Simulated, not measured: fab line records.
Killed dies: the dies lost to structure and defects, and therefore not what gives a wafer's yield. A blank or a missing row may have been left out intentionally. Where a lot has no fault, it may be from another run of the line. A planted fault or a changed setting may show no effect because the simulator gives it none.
A struck lot beside a sound one    flow sky130    17 out of 708 route steps
Sound: wafers L643.4, L643.5, L643.6. Struck: wafer L645.4. (L645.5, L645.6 of the same lot were not struck and are left out.) The cause comes at the end.
Order at every step that has rows: each side's tool, ch and its chambers, its first start. Under that, the readings that differ: sound wafers    struck wafers    difference of the means    sigmas: that difference in standard deviations of wafers without a fault.
alike: a reading whose means differ by less than 2 such deviations, as well as words and numbers matching on both sides. not compared: withheld readings; readings where some wafer has no value; bounds like >300 that might hide an equal value; numbers whose values overlap and for which the record gives no deviation.
The two part at a step that has a row with sigmas, a row that says differs or no value, or rows on one side only. Numbers that have no deviation but don't overlap get no sigmas and don't part them. A reading missing from all wafers of one side parts the sides only when that side holds two or more wafers.

SKY_FIELD_ISO_BOW_MEAS_00:
  sound on filmMetro-03, day 2 16:04; struck on filmMetro-01, day 3 02:04
  alike: INCOMING_BOW
then, 1 step without rows for these wafers: SKY_FIELD_ISO_OXIDATION_01 (stabilise 600 s, purge 300 s, target thk 12 nm).
SKY_FIELD_ISO_THK_MEAS_02:
  sound on filmMetro-03, day 2 19:24; struck on filmMetro-03, day 3 05:00
  alike: FIELD_ISO_OXIDATION_00_THK
then, 1 step without rows for these wafers: SKY_FIELD_ISO_CVD_03 (deposits Si3N4 from DCS/NH3, target thk 165 nm, time 2830 s).
SKY_FIELD_ISO_THK_MEAS_04:
  sound on filmMetro-01, day 2 21:44; struck on filmMetro-01, day 3 06:51
  alike: FIELD_ISO_CVD_03_THK
then, 2 steps without rows for these wafers: SKY_FIELD_ISO_DEHYDRATE_05 (time 60 s); SKY_FIELD_ISO_HMDS_06 (prime time 60 s).
SKY_FIELD_ISO_COAT_07: resist thk 60 nm.
  sound on lithoTrack-02 ch 0, day 3 05:38; struck on lithoTrack-02 ch 0, day 3 14:59
then, 5 steps without rows for these wafers: SKY_FIELD_ISO_COAT_08 (resist thk 450 nm); SKY_FIELD_ISO_SOFTBAKE_09 (time 90 s); SKY_FIELD_ISO_EXPOSE_10 (exposes mask FOM, target cd 150 nm); SKY_FIELD_ISO_PEB_11; SKY_FIELD_ISO_DEVELOP_12 (develop time 60 s).
SKY_FIELD_ISO_CD_MEAS_13: target cd 150 nm.
  sound on cdSem-02, day 3 14:41; struck on cdSem-01, day 3 23:32
  alike: cdNm
SKY_FIELD_ISO_ETCH_14: etches BARC in N2/H2, stops on SiO2, time 45.9 s, target depth 60 nm.
  sound on rieDiel-04 ch 0,1,2, day 3 14:44; struck on rieDiel-02 ch 3, day 3 23:35
reading                  sound              struck  difference  sigmas
oesProductAu (a.u.)      0.865 0.857 0.848  0.840   -0.017      -4
model.etch.depthNm (nm)  60.12 60.04 59.86  58.23   -1.78       
  alike: drypumpMotorCurrentA, n2FlowSccm, throttleValvePct
  not compared: rfHoursCounterH
SKY_FIELD_ISO_ETCH_15: etches the open film in CHF3/O2, stops on Si, target depth 180 nm, time 72 s.
  sound on rieDiel-04 ch 0,1,2, day 3 14:47; struck on rieDiel-02 ch 3, day 3 23:38
reading              sound              struck  difference  sigmas
oesProductAu (a.u.)  0.959 0.951 0.954  0.939   -0.016      -2
  alike: drypumpMotorCurrentA, throttleValvePct
  not compared: rfHoursCounterH
-- a jump in the record: the struck wafers' starts before and after are 45 days apart (it breaks off in module FIELD_ISO and resumes in module PAD_OPEN, where the first step shown is number 708 of the route) --
SKY_PAD_OPEN_PROBE_99:
  sound on prober-01, day 48 11:05; struck on prober-02, day 48 16:38
  alike: killed_at_M0_to_M3, killed_at_M4_up, killedAtContacts, killedAtFrontEnd, killedAtOther, killedDies, killedOpen, killedShort

WHERE THEY PART
First at SKY_FIELD_ISO_ETCH_14; last, within this record, at SKY_FIELD_ISO_ETCH_15. Later steps at which nothing parts them and some readings are alike: SKY_PAD_OPEN_PROBE_99.

WHY: the cause the simulator had injected
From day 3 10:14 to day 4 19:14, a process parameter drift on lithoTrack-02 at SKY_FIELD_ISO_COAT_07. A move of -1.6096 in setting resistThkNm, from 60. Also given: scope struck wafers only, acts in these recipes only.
